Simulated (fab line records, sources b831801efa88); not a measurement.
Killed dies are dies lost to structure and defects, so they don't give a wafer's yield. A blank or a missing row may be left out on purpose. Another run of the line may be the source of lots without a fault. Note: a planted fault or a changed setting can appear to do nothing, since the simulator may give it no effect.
fab line records	flow sfq-line
[record] lots = 5	wafers = 27
route steps=325 shown L0@13 M0@40 I0@43 I1@73 I2@103 M3@119 I3@144 JJ@179 M8@325
start-h: the number of hours between the record's first day and the start of the first shown wafer of the lot	wait-h: hours from the lot's prior step to this one	" the same as in the row above	L1.1+2: one row covering several wafers at once	- value missing, or start not given	* or withheld: withheld	< > ~ a bound
route shown NAME@n: NAME is a module with steps in the file, n the number in the route of the first one	usual: average and standard deviation across the fault-free wafers	same: alike in all rows	chamber/n: place in a boat	sites: the reading at each site	_std_site: how widely they spread, as a standard deviation	_edge_site: inner sites' mean taken away from outer sites' mean	radius-mm: how far each site lies from the wafer's centre	mask NAME#n: copy n	behind: tool/chamber where the wafer was last shaped	hold: cause of the lot's hold/its duration in hours/its outcome	device: which transistor (n, p or np) failed to switch	end of line: the same wafers' tests at the end of the route	step lacking rows: just its recipe	killed: the dies lost at the first sort to structure and to defects; this is not the yield of the wafer	map: the dies of a wafer, with x for killed, . for not killed, _ for no die there
set.NAME: setting as actually run; set.NAME@STEP: the setting as run at that earlier step	model.NAME: the simulator's own value behind a step, which no gauge read
one table per step and one row per wafer, for lots whose settings were changed on purpose
[[steps]]
[step SFQ_TRILAYER_L0_ETCH_METAL_ETCH_008]
[recipe] target = MoNx_KI	stop-on = SiO2	mask-material = PR	chemistry = SF6/O2	target-depth-nm = 50	icp-w = 600	bias-w = 80	pressure-mtorr = 10	time-s = 25
[usual] oes-product-au = 0.876/0.0083
lot.wafer	tool	chamber	start-h	wait-h	set.time-s	oes-product-au	model.KrF_of_TRILAYER_L0_LITHO_COAT_005.thk-nm
L074.1	rie-metal-04	0	70.63	0.0	25	0.876	477.5
L074.2	"	1	"	"	29.18	0.835	475.5
L074.3	"	0	"	"	29.18	0.825	469.4
L074.4	"	1	"	"	29.18	0.836	474.5
L074.5	"	0	"	"	25	0.878	475.4
L074.6	"	1	"	"	25	0.879	480.8
L077.1	rie-metal-04	0	89.96	0.0	39.81	0.798	454.1
L077.2	"	1	"	"	39.81	0.776	459.8
L077.3	"	1	"	"	25	0.866	484.3
L077.4	"	0	"	"	39.81	0.765	452.6
L077.5	"	0	"	"	25	0.875	480.4
L077.6	"	1	"	"	25	0.863	483.1
L078.1	rie-metal-04	1	96.71	0.0	25	0.881	481.1
L078.2	"	0	"	"	25	0.875	478.6
L078.3	"	0	"	"	16.88	1.017	490.6
L078.4	"	1	"	"	16.88	0.972	498.6
L078.5	"	1	"	"	25	0.859	483.7
L078.6	"	0	"	"	16.88	1.025	492.5
L079.1	rie-metal-04	0	99.11	0.0	25	0.885	478.7
L079.2	"	1	"	"	34.01	0.802	469.2
L079.3	"	0	"	"	25	0.870	481.4
L079.4	"	1	"	"	34.01	0.804	470.2
L079.5	"	1	"	"	34.01	0.802	470.5
L079.6	"	0	"	"	25	0.879	480
L084.2	rie-metal-04	1	136.43	0.0	25	0.871	482.6
L084.3	"	1	"	"	25	0.875	482.7
L084.4	"	0	"	"	25	0.882	477.3
[step SFQ_TRILAYER_M0_ETCH_METAL_ETCH_024]
[recipe] target = Nb	stop-on = SiO2	mask-material = PR	chemistry = Cl2/Ar	target-depth-nm = 240	icp-w = 600	bias-w = 80	pressure-mtorr = 10	time-s = 120
lot.wafer	tool	chamber	start-h	wait-h	set.time-s	model.KrF_of_TRILAYER_M0_LITHO_COAT_021.thk-nm	model.SiO2_of_TRILAYER_L0_CAP_PECVD_011.thk-nm
L074.1	rie-metal-01	0	238.16	0.0	70.89	438.7	55.2
L074.2	"	1	"	"	70.89	440.1	55.29
L074.3	"	0	"	"	120	381.8	54.75
L074.4	"	1	"	"	120	380.7	56.36
L074.5	"	1	"	"	70.89	439.6	56.28
L074.6	"	0	"	"	120	380	56.23
L077.1	rie-metal-02	0	269.27	0.0	120	379.4	54.77
L077.2	"	1	"	"	120	373.1	54.16
L077.3	"	0	"	"	164.7	322.8	45.63
L077.4	"	1	"	"	164.7	318.5	46.22
L077.5	"	1	"	"	164.7	320	46.23
L077.6	"	0	"	"	120	379.6	55.77
L078.1	rie-metal-04	1	282.73	0.0	191	302.8	40.36
L078.2	"	0	"	"	120	372.3	54.91
L078.3	"	1	"	"	120	386.4	54.65
L078.4	"	0	"	"	120	374	55.59
L078.5	"	1	"	"	191	304.6	42.53
L078.6	"	0	"	"	191	288.7	40.54
L079.1	rie-metal-02	1	292.33	0.0	120	374.9	53.88
L079.2	"	0	"	"	178.5	309.4	42.64
L079.3	"	1	"	"	178.5	303.3	41.63
L079.4	"	0	"	"	120	378.1	54.16
L079.5	"	0	"	"	120	377.7	55.09
L079.6	"	1	"	"	178.5	304.9	43.88
L084.2	rie-metal-04	1	334.32	0.0	120	390.8	53.12
L084.3	"	1	"	"	120	391.3	54.54
L084.4	"	0	"	"	120	380.6	55.47
[step SFQ_TRILAYER_I0_DEP_PECVD_027]
[recipe] material = SiO2	temp-c = 150	time-s = 111.11	pressure-torr = 2.4	rf-w = 183.3	precursor = SiH4/N2O	target-thk-nm = 500
lot.wafer	tool	chamber	start-h	wait-h	set.time-s	model.SiO2_of_TRILAYER_I0_DEP_PECVD_027.thk-nm
L074.1	pecvd-01	1	239.06	0.0	111.11	495.3
L074.2	"	2	"	"	111.11	495.5
L074.3	"	0	"	"	111.11	494.9
L074.4	"	1	"	"	111.11	502.3
L074.5	"	2	"	"	111.11	503.1
L074.6	"	0	"	"	111.11	503.3
L077.1	pecvd-02	0	270.17	0.0	111.11	499.7
L077.2	"	2	"	"	153.4	690.7
L077.3	"	1	"	"	153.4	686.9
L077.4+6	"	1,0	"	"	111.11	502.2
L077.5	"	2	"	"	153.4	694.6
L078.1	pecvd-01	2	283.63	0.0	111.11	490.6
L078.2	"	1	"	"	111.11	489.9
L078.3	"	1	"	"	111.11	500.3
L078.4	"	2	"	"	111.11	496.8
L078.5	"	1	"	"	111.11	493.1
L078.6	"	2	"	"	111.11	495.7
L079.1	pecvd-02	1	293.23	0.0	151.7	682.1
L079.2	"	0	"	"	151.7	679.8
L079.3	"	2	"	"	111.11	503.6
L079.4	"	1	"	"	111.11	503.5
L079.5	"	0	"	"	151.7	685.2
L079.6	"	2	"	"	111.11	511.4
L084.2	pecvd-03	1	335.22	0.0	111.11	497.7
L084.3	"	2	"	"	111.11	500.7
L084.4	"	1	"	"	111.11	504.7
[step SFQ_TRILAYER_I0_CMP_CMP_028]
[recipe] material = SiO2	down-force-psi = 3	platen-rpm = 60	pad-velocity-m-s = 0.94248
[usual] time-to-endpoint-s = 217/11
lot.wafer	tool	chamber	start-h	wait-h	set.time-s@TRILAYER_I0_DEP_PECVD_027	time-to-endpoint-s
L074.3	cmp-01	0	239.14	0.0	111.11	206
L074.1	"	1	"	"	111.11	210
L074.2	"	2	"	"	111.11	209
L074.4	"	3	"	"	111.11	215
L074.5	"	0	"	"	111.11	214
L074.6	"	1	"	"	111.11	217
L077.3	cmp-02	2	270.25	0.0	153.4	340
L077.2	"	3	"	"	153.4	372
L077.1	"	0	"	"	111.11	221
L077.4	"	1	"	"	111.11	227
L077.5	"	2	"	"	153.4	343
L077.6	"	3	"	"	111.11	229
L078.2	cmp-01	1	283.75	0.1	111.11	205
L078.3	"	2	"	"	111.11	206
L078.4	"	3	"	"	111.11	203
L078.1	"	0	"	"	111.11	197
L078.5	"	1	"	"	111.11	210
L078.6	"	2	"	"	111.11	209
L079.3	cmp-02	0	296.90	3.6	111.11	220
L079.4	"	1	"	"	111.11	228
L079.1	"	2	"	"	151.7	343
L079.2	"	3	"	"	151.7	365
L079.5	"	0	"	"	151.7	354
L079.6	"	1	"	"	111.11	236
L084.2	cmp-01	3	344.31	9.0	111.11	205
L084.4	"	0	"	"	111.11	205
L084.3	"	2	345.81	10.5	111.11	212
[step SFQ_TRILAYER_I1_DEP_PECVD_045]
[recipe] material = SiO2	temp-c = 150	time-s = 111.11	pressure-torr = 2.4	rf-w = 183.3	precursor = SiH4/N2O	target-thk-nm = 500
lot.wafer	tool	chamber	start-h	wait-h	set.time-s	model.SiO2_of_TRILAYER_I1_DEP_PECVD_045.thk-nm
L074.1	pecvd-04	1	329.34	0.0	136.4	608.7
L074.2	"	2	"	"	111.11	493.8
L074.3	"	0	"	"	136.4	614.4
L074.4	"	0	"	"	136.4	619.6
L074.5	"	2	"	"	111.11	502.4
L074.6	"	1	"	"	111.11	501.9
L077.1	pecvd-01	0	537.71	0.0	111.11	493
L077.2	"	2	"	"	111.11	489.2
L077.3	"	1	"	"	111.11	494.1
L077.4+6	"	2,0	"	"	111.11	499
L077.5	"	1	"	"	111.11	496.3
L078.1	pecvd-04	1	551.88	0.0	111.11	497.9
L078.2	"	0	"	"	161.1	726.5
L078.3	"	2	"	"	111.11	489.3
L078.4	"	2	"	"	161.1	729.6
L078.5	"	0	"	"	111.11	509.9
L078.6	"	1	"	"	161.1	728.4
L079.1	pecvd-03	2	567.48	0.0	111.11	497.2
L079.2	"	1	"	"	111.11	502
L079.3	"	0	"	"	67.62	312.1
L079.4	"	0	"	"	111.11	513.9
L079.5	"	2	"	"	67.62	313
L079.6	"	1	"	"	67.62	314.3
L084.2	pecvd-04	1	640.96	0.0	111.11	503.3
L084.3	"	0	"	"	111.11	501.7
L084.4	"	1	"	"	111.11	508.6
[step SFQ_TRILAYER_I1_CMP_CMP_046]
[recipe] material = SiO2	down-force-psi = 3	platen-rpm = 60	pad-velocity-m-s = 0.94248
[usual] time-to-endpoint-s = 215/8.2
lot.wafer	tool	chamber	start-h	wait-h	set.time-s@TRILAYER_I1_DEP_PECVD_045	time-to-endpoint-s
L074.4	cmp-02	1	339.50	10.1	136.4	324
L074.3	"	2	"	"	136.4	288
L074.1	"	3	"	"	136.4	304
L074.2	"	0	"	"	111.11	217
L074.6	"	1	"	"	111.11	223
L074.5	"	2	"	"	111.11	211
L077.4	cmp-02	1	543.19	5.4	111.11	225
L077.2	"	2	"	"	111.11	205
L077.3	"	3	"	"	111.11	221
L077.1	"	0	"	"	111.11	219
L077.6	"	1	"	"	111.11	228
L077.5	"	2	"	"	111.11	213
L078.3	cmp-01	0	554.35	2.4	111.11	203
L078.2	"	1	"	"	161.1	385
L078.4	"	2	"	"	161.1	366
L078.1	"	3	"	"	111.11	208
L078.5	"	0	"	"	111.11	216
L078.6	"	1	"	"	161.1	379
L079.4	cmp-01	0	567.56	0.0	111.11	218
L079.2	"	1	"	"	111.11	218
L079.1	"	2	"	"	111.11	211
L079.3	"	3	"	"	67.62	80
L079.6	"	0	"	"	67.62	82
L079.5	"	1	"	"	67.62	80
L084.2	cmp-01	1	641.54	0.5	111.11	213
L084.4	"	2	"	"	111.11	214
L084.3	"	3	"	"	111.11	215
[step SFQ_TRILAYER_I2_DEP_PECVD_063]
[recipe] material = SiO2	temp-c = 150	time-s = 111.11	pressure-torr = 2.4	rf-w = 183.3	precursor = SiH4/N2O	target-thk-nm = 500
lot.wafer	tool	chamber	start-h	wait-h	set.time-s	model.SiO2_of_TRILAYER_I2_DEP_PECVD_063.thk-nm
L074.1	pecvd-01	0	642.16	0.0	111.11	491.5
L074.2	"	2	"	"	45.18	203.3
L074.3	"	1	"	"	111.11	493.2
L074.4	"	2	"	"	45.18	203.7
L074.5	"	0	"	"	45.18	202.1
L074.6	"	1	"	"	111.11	499.3
L077.1	pecvd-01	2	714.52	0.0	111.11	499
L077.2	"	0	"	"	111.11	494.5
L077.3	"	1	"	"	111.11	501.8
L077.4	"	2	"	"	111.11	507.1
L077.5	"	0	"	"	111.11	500.7
L077.6	"	1	"	"	111.11	510.7
L078.1	pecvd-02	1	725.32	0.0	85.44	386.9
L078.2	"	0	"	"	85.44	393.4
L078.3	"	2	"	"	111.11	489.8
L078.4	"	2	"	"	85.44	388.5
L078.5	"	0	"	"	111.11	513.4
L078.6	"	1	"	"	111.11	505.9
L079.1	pecvd-02	2	737.32	0.0	134.2	588.3
L079.2	"	0	"	"	134.2	604.9
L079.3	"	1	"	"	134.2	602.1
L079.4	"	2	"	"	111.11	498.3
L079.5	"	1	"	"	111.11	508.7
L079.6	"	0	"	"	111.11	506.9
L084.2	pecvd-04	2	797.56	0.0	111.11	478.3
L084.3	"	0	"	"	111.11	489.8
L084.4	"	1	"	"	111.11	487.6
[step SFQ_TRILAYER_I2_CMP_CMP_064]
[recipe] material = SiO2	down-force-psi = 3	platen-rpm = 60	pad-velocity-m-s = 0.94248
[usual] time-to-endpoint-s = 211/11
lot.wafer	tool	chamber	start-h	wait-h	set.time-s@TRILAYER_I2_DEP_PECVD_063	time-to-endpoint-s
L074.4	cmp-02	1	642.24	0.0	45.18	6
L074.3	"	2	"	"	111.11	201
L074.2	"	3	"	"	45.18	6
L074.1	"	0	"	"	111.11	209
L074.5	"	1	"	"	45.18	5
L074.6	"	2	"	"	111.11	210
L077.3	cmp-02	2	714.60	0.0	111.11	213
L077.4	"	3	"	"	111.11	232
L077.2	"	0	"	"	111.11	215
L077.1	"	1	"	"	111.11	218
L077.6	"	2	"	"	111.11	218
L077.5	"	3	"	"	111.11	223
L078.2	cmp-01	0	725.40	0.0	85.44	138
L078.4	"	1	"	"	85.44	136
L078.3	"	2	"	"	111.11	204
L078.1	"	3	"	"	85.44	132
L078.6	"	0	"	"	111.11	219
L078.5	"	1	"	"	111.11	229
L079.4	cmp-02	2	738.00	0.6	111.11	209
L079.3	"	3	"	"	134.2	305
L079.1	"	0	"	"	134.2	290
L079.2	"	1	"	"	134.2	303
L079.5	"	2	"	"	111.11	221
L079.6	"	3	"	"	111.11	230
L084.2	cmp-01	3	809.20	11.6	111.11	188
L084.4	"	0	"	"	111.11	193
L084.3	"	1	"	"	111.11	200
[step SFQ_TRILAYER_M3_DEP_SPUTTER_073]
[recipe] material = Nb	base-pressure-pa = 1.33e-06	chamber-pressure-pa = 0.1333	substrate-temp-c = 20	resputter-cathode-voltage-v = 400	target-thk-nm = 200	power-w = 2000	time-s = 133.3
lot.wafer	tool	chamber	start-h	wait-h	set.time-s	model.Nb_of_TRILAYER_M3_DEP_SPUTTER_073.thk-nm
L074.1	pvd-sputter-06	-	649.81	0.0	133.3	196.7
L074.2	"	-	"	"	187.2	279
L074.3	"	-	"	"	133.3	199.3
L074.4	"	-	"	"	187.2	280.2
L074.5	"	-	"	"	133.3	198
L074.6	"	-	"	"	187.2	278.6
L077.1	pvd-sputter-03	-	869.03	0.0	133.3	198.5
L077.2	"	-	"	"	172.1	257.5
L077.3	"	-	"	"	172.1	258.1
L077.4	"	-	"	"	133.3	197.7
L077.5	"	-	"	"	133.3	199
L077.6	"	-	"	"	172.1	256.7
L078.1	pvd-sputter-06	-	881.03	0.0	133.3	198.6
L078.2	"	-	"	"	181.1	269
L078.3	"	-	"	"	133.3	199.6
L078.4	"	-	"	"	181.1	267.4
L078.5	"	-	"	"	181.1	270.1
L078.6	"	-	"	"	133.3	199.5
L079.1	pvd-sputter-06	-	893.76	0.0	133.3	194.2
L079.2	"	-	"	"	133.3	199.1
L079.3	"	-	"	"	133.3	195
L079.4	"	-	"	"	133.3	198.7
L079.5	"	-	"	"	133.3	196.4
L079.6	"	-	"	"	133.3	195.9
L084.2	pvd-sputter-06	-	949.93	0.0	133.3	206.7
L084.3	"	-	"	"	133.3	203.3
L084.4	"	-	"	"	133.3	203.7
[step SFQ_M3_RS_MEAS_919]
[recipe] thk-meas-gauge = four-point-probe	reads = Nb_of_TRILAYER_M3_DEP_SPUTTER_073
[usual] M3_NB_RS = 0.896/0.013
lot.wafer	tool	chamber	start-h	wait-h	set.time-s@TRILAYER_M3_DEP_SPUTTER_073	M3_NB_RS[ohm/sq]
L074.1	film-metro-04	-	649.90	0.0	133.3	0.907
L074.2	"	-	"	"	187.2	0.637
L074.3	"	-	"	"	133.3	0.894
L074.4	"	-	"	"	187.2	0.634
L074.5	"	-	"	"	133.3	0.901
L074.6	"	-	"	"	187.2	0.639
L077.1	film-metro-04	-	869.12	0.0	133.3	0.897
L077.2	"	-	"	"	172.1	0.690
L077.3	"	-	"	"	172.1	0.688
L077.4	"	-	"	"	133.3	0.901
L077.5	"	-	"	"	133.3	0.895
L077.6	"	-	"	"	172.1	0.691
L078.1	film-metro-03	-	881.12	0.0	133.3	0.896
L078.2	"	-	"	"	181.1	0.658
L078.3	"	-	"	"	133.3	0.889
L078.4	"	-	"	"	181.1	0.663
L078.5	"	-	"	"	181.1	0.656
L078.6	"	-	"	"	133.3	0.891
L079.1	film-metro-04	-	893.85	0.0	133.3	0.917
L079.2	"	-	"	"	133.3	0.895
L079.3	"	-	"	"	133.3	0.914
L079.4	"	-	"	"	133.3	0.898
L079.5	"	-	"	"	133.3	0.906
L079.6	"	-	"	"	133.3	0.910
L084.2	film-metro-03	-	950.04	0.1	133.3	0.861
L084.3	"	-	"	"	133.3	0.877
L084.4	"	-	"	"	133.3	0.873
[step SFQ_TRILAYER_M3_LITHO_COAT_080]
[recipe] resist = BARC	spin-rpm = 3000	resist-thk-nm = 61.1
[step SFQ_TRILAYER_M3_BARC_OPEN_METAL_ETCH_100]
[recipe] mask-material = PR	chemistry = O2	target-depth-nm = 125	target = BARC	icp-w = 600	bias-w = 80	pressure-mtorr = 10	time-s = 41.7
[step SFQ_TRILAYER_M3_ETCH_METAL_ETCH_078]
[recipe] target = Nb	stop-on = SiO2	mask-material = PR	chemistry = Cl2/Ar	target-depth-nm = 240	icp-w = 600	bias-w = 80	pressure-mtorr = 10	time-s = 120
[usual] oes-product-au = 0.891/0.0094
lot.wafer	tool	chamber	start-h	wait-h	set.time-s@TRILAYER_M3_DEP_SPUTTER_073	oes-product-au
L074.1	rie-metal-02	1	794.58	0.0	133.3	0.890
L074.2	"	0	"	"	187.2	1.010
L074.3	"	1	"	"	133.3	0.897
L074.4	"	0	"	"	187.2	0.996
L074.5	"	0	"	"	133.3	0.885
L074.6	"	1	"	"	187.2	1.025
L077.1	rie-metal-04	1	891.93	0.0	133.3	0.891
L077.2	"	0	"	"	172.1	0.993
L077.3	"	0	"	"	172.1	0.985
L077.4	"	1	"	"	133.3	0.887
L077.5	"	0	"	"	133.3	0.895
L077.6	"	1	"	"	172.1	0.977
L078.1	rie-metal-04	0	894.33	0.0	133.3	0.890
L078.2	"	1	"	"	181.1	0.986
L078.3	"	1	"	"	133.3	0.893
L078.4	"	0	"	"	181.1	0.983
L078.5	"	1	"	"	181.1	0.987
L078.6	"	0	"	"	133.3	0.895
L079.1	rie-metal-03	1	897.93	0.0	133.3	0.875
L079.2	"	0	"	"	133.3	0.896
L079.3	"	0	"	"	133.3	0.876
L079.4	"	1	"	"	133.3	0.888
L079.5	"	1	"	"	133.3	0.888
L079.6	"	0	"	"	133.3	0.876
L084.2	rie-metal-04	1	952.55	0.0	133.3	0.911
L084.3	"	0	"	"	133.3	0.902
L084.4	"	1	"	"	133.3	0.903
[step SFQ_TRILAYER_I3_VIA_BARC_OPEN_VIA_ETCH_121]
[recipe] mask-material = PR	chemistry = O2	target-depth-nm = 125	target = BARC	source-w = 500	bias-w = 80	pressure-mtorr = 30	time-s = 41.7
[usual] oes-product-au = 0.682/0.0041
lot.wafer	tool	chamber	start-h	wait-h	set.time-s	oes-product-au	model.KrF_of_TRILAYER_I3_VIA_LITHO_COAT_085.thk-nm
L074.1	rie-diel-03	2	815.61	0.0	41.7	0.689	573.2
L074.2	"	0	"	"	41.7	0.682	576.2
L074.3	"	3	"	"	41.7	0.679	574.7
L074.4	"	1	"	"	28.75	0.824	587.9
L074.5	"	1	"	"	28.75	0.828	589.2
L074.6	"	2	"	"	28.75	0.820	589.5
L077.1	rie-diel-01	3	907.71	0.0	41.7	0.681	571.6
L077.2	"	1	"	"	53.37	0.651	557.2
L077.3	"	2	"	"	41.7	0.682	574.6
L077.4	"	0	"	"	53.37	0.644	558
L077.5	"	3	"	"	53.37	0.655	558
L077.6	"	0	"	"	41.7	0.673	571.3
L078.1	rie-diel-03	0	912.51	0.0	52.86	0.657	556.2
L078.2	"	2	"	"	52.86	0.661	558.3
L078.3	"	1	"	"	41.7	0.681	570.7
L078.4	"	3	"	"	41.7	0.684	570.4
L078.5	"	3	"	"	52.86	0.650	556.9
L078.6	"	2	"	"	41.7	0.681	570.3
L079.1	rie-diel-01	3	917.31	0.0	41.7	0.679	572
L079.2	"	1	"	"	41.7	0.684	572.7
L079.3	"	0	"	"	41.7	0.681	572
L079.4	"	2	"	"	41.7	0.684	573.1
L079.5	"	0	"	"	41.7	0.686	571.8
L079.6	"	3	"	"	41.7	0.681	572.4
L084.2	rie-diel-03	3	1101.69	0.0	41.7	0.679	571
L084.3	"	2	"	"	41.7	0.683	572.8
L084.4	"	0	"	"	41.7	0.682	573.8
[step SFQ_TRILAYER_JJ_TRILAYER_DEP_SPUTTER_109]
[recipe] material = Nb	base-pressure-pa = 1.33e-06	chamber-pressure-pa = 0.1333	substrate-temp-c = 20	target-thk-nm = 150	power-w = 2000	time-s = 100
lot.wafer	tool	chamber	start-h	wait-h	set.time-s	model.Nb_of_TRILAYER_JJ_TRILAYER_DEP_SPUTTER_109.thk-nm
L074.1	pvd-sputter-05	-	1101.45	0.0	100	155.3
L074.2	"	-	"	"	100	150.3
L074.3	"	-	"	"	100	154.2
L074.4	"	-	"	"	100	154.3
L074.5	"	-	"	"	100	150
L074.6	"	-	"	"	100	153
L077.1	pvd-sputter-04	-	1174.04	0.0	55.03	81.18
L077.2	"	-	"	"	100	149.5
L077.3	"	-	"	"	55.03	81.53
L077.4	"	-	"	"	55.03	82.33
L077.5	"	-	"	"	100	150
L077.6	"	-	"	"	100	148.1
L078.1	pvd-sputter-05	-	1176.44	0.0	100	148.9
L078.2	"	-	"	"	74.56	109.6
L078.3	"	-	"	"	74.56	111.5
L078.4	"	-	"	"	74.56	112.1
L078.5	"	-	"	"	100	150
L078.6	"	-	"	"	100	147.5
L079.1	pvd-sputter-04	-	1178.94	0.0	100	149.1
L079.2	"	-	"	"	55.43	81.46
L079.3	"	-	"	"	100	148.9
L079.4	"	-	"	"	100	147.7
L079.5	"	-	"	"	55.43	82.44
L079.6	"	-	"	"	55.43	80.66
L084.2	pvd-sputter-06	-	1232.71	0.0	100	154.3
L084.3	"	-	"	"	100	150.2
L084.4	"	-	"	"	100	147.6
[step SFQ_M8_BOW_MEAS_951]
[recipe] mode = bow
[usual] M8_BOW = 6/10
lot.wafer	tool	chamber	start-h	wait-h	set.time-s@TRILAYER_JJ_TRILAYER_DEP_SPUTTER_109	M8_BOW[um]	model.etest.i5.link-ohm	model.etest.m5.ohm-um
L074.1	film-metro-04	-	1979.89	0.0	100	12	-	1.644
L074.2	"	-	"	"	100	-2	-	1.692
L074.3	"	-	"	"	100	-4	2.212	1.652
L074.4	"	-	"	"	100	10	-	1.653
L074.5	"	-	"	"	100	16	2.253	1.702
L074.6	"	-	"	"	100	17	2.246	1.667
L077.1	film-metro-04	-	1987.09	0.0	55.03	19	3.277	3.144
L077.2	"	-	"	"	100	7	2.257	1.694
L077.3	"	-	"	"	55.03	12	3.268	3.113
L077.4	"	-	"	"	55.03	6	3.263	3.107
L077.5	"	-	"	"	100	11	2.28	1.689
L077.6	"	-	"	"	100	10	2.271	1.724
L078.1	film-metro-01	-	1991.97	0.0	100	14	2.276	1.71
L078.2	"	-	"	"	74.56	8	2.71	2.314
L078.3	"	-	"	"	74.56	15	2.675	2.272
L078.4	"	-	"	"	74.56	6	2.652	2.269
L078.5	"	-	"	"	100	1	2.251	1.694
L078.6	"	-	"	"	100	10	2.284	1.723
L079.1	film-metro-03	-	1994.33	0.0	100	19	2.327	1.708
L079.2	"	-	"	"	55.43	15	3.31	3.13
L079.3	"	-	"	"	100	24	2.298	1.707
L079.4	"	-	"	"	100	10	2.325	1.729
L079.5	"	-	"	"	55.43	11	3.279	3.088
L079.6	"	-	"	"	55.43	16	3.322	3.168
L084.2	film-metro-03	-	2079.95	0.0	100	26	2.249	1.644
L084.3	"	-	"	"	100	31	2.265	1.701
L084.4	"	-	"	"	100	20	2.283	1.718
[[key]]
[split] step = SFQ_TRILAYER_L0_ETCH_METAL_ETCH_008	setting = time-s	stated = 25	by = wafer
[response] step = SFQ_TRILAYER_L0_ETCH_METAL_ETCH_008	reading = oes-product-au	change = -0.00212	per = 1%	r = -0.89
[response] step = SFQ_TRILAYER_L0_ETCH_METAL_ETCH_008	reading = model.KrF_of_TRILAYER_L0_LITHO_COAT_005.thk-nm	change = -0.401	per = 1%	r = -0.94
[split] step = SFQ_TRILAYER_M0_ETCH_METAL_ETCH_024	setting = time-s	stated = 120	by = wafer
[response] step = SFQ_TRILAYER_M0_ETCH_METAL_ETCH_024	reading = model.KrF_of_TRILAYER_M0_LITHO_COAT_021.thk-nm	change = -1.41	per = 1%	r = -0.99
[response] step = SFQ_TRILAYER_M0_ETCH_METAL_ETCH_024	reading = model.SiO2_of_TRILAYER_L0_CAP_PECVD_011.thk-nm	shape = bent	at-lowest = 55.59	at-stated = 54.9	at-highest = 41.14
[split] step = SFQ_TRILAYER_I0_DEP_PECVD_027	setting = time-s	stated = 111.11	by = wafer
[response] step = SFQ_TRILAYER_I0_DEP_PECVD_027	reading = model.SiO2_of_TRILAYER_I0_DEP_PECVD_027.thk-nm	change = +4.9	per = 1%	r = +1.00
[response] step = SFQ_TRILAYER_I0_CMP_CMP_028	reading = time-to-endpoint-s	change = *	per = 1%	r = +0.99
[split] step = SFQ_TRILAYER_I1_DEP_PECVD_045	setting = time-s	stated = 111.11	by = wafer
[response] step = SFQ_TRILAYER_I1_DEP_PECVD_045	reading = model.SiO2_of_TRILAYER_I1_DEP_PECVD_045.thk-nm	change = +5.01	per = 1%	r = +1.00
[response] step = SFQ_TRILAYER_I1_CMP_CMP_046	reading = time-to-endpoint-s	change = *	per = 1%	r = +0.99
[split] step = SFQ_TRILAYER_I2_DEP_PECVD_063	setting = time-s	stated = 111.11	by = wafer
[response] step = SFQ_TRILAYER_I2_DEP_PECVD_063	reading = model.SiO2_of_TRILAYER_I2_DEP_PECVD_063.thk-nm	change = +4.88	per = 1%	r = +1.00
[response] step = SFQ_TRILAYER_I2_CMP_CMP_064	reading = time-to-endpoint-s	change = *	per = 1%	r = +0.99
[split] step = SFQ_TRILAYER_M3_DEP_SPUTTER_073	setting = time-s	stated = 133.3	by = wafer
[response] step = SFQ_TRILAYER_M3_DEP_SPUTTER_073	reading = model.Nb_of_TRILAYER_M3_DEP_SPUTTER_073.thk-nm	change = +1.99	per = 1%	r = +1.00
[response] step = SFQ_M3_RS_MEAS_919	reading = M3_NB_RS	change = -0.00666	per = 1%	r = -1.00
[response] step = SFQ_TRILAYER_M3_ETCH_METAL_ETCH_078	reading = oes-product-au	change = +0.0029	per = 1%	r = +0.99
[split] step = SFQ_TRILAYER_I3_VIA_BARC_OPEN_VIA_ETCH_121	setting = time-s	stated = 41.7	by = wafer
[response] step = SFQ_TRILAYER_I3_VIA_BARC_OPEN_VIA_ETCH_121	reading = oes-product-au	shape = bent	at-lowest = 0.824	at-stated = 0.682	at-highest = 0.650
[response] step = SFQ_TRILAYER_I3_VIA_BARC_OPEN_VIA_ETCH_121	reading = model.KrF_of_TRILAYER_I3_VIA_LITHO_COAT_085.thk-nm	change = -0.492	per = 1%	r = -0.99
[split] step = SFQ_TRILAYER_JJ_TRILAYER_DEP_SPUTTER_109	setting = time-s	stated = 100	by = wafer
[response] step = SFQ_TRILAYER_JJ_TRILAYER_DEP_SPUTTER_109	reading = model.Nb_of_TRILAYER_JJ_TRILAYER_DEP_SPUTTER_109.thk-nm	change = +1.5	per = 1%	r = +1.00
[response] step = SFQ_M8_BOW_MEAS_951	reading = model.etest.m5.ohm-um	change = -0.0304	per = 1%	r = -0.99
[response] step = SFQ_M8_BOW_MEAS_951	reading = model.etest.i5.link-ohm	change = -0.0213	per = 1%	r = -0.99
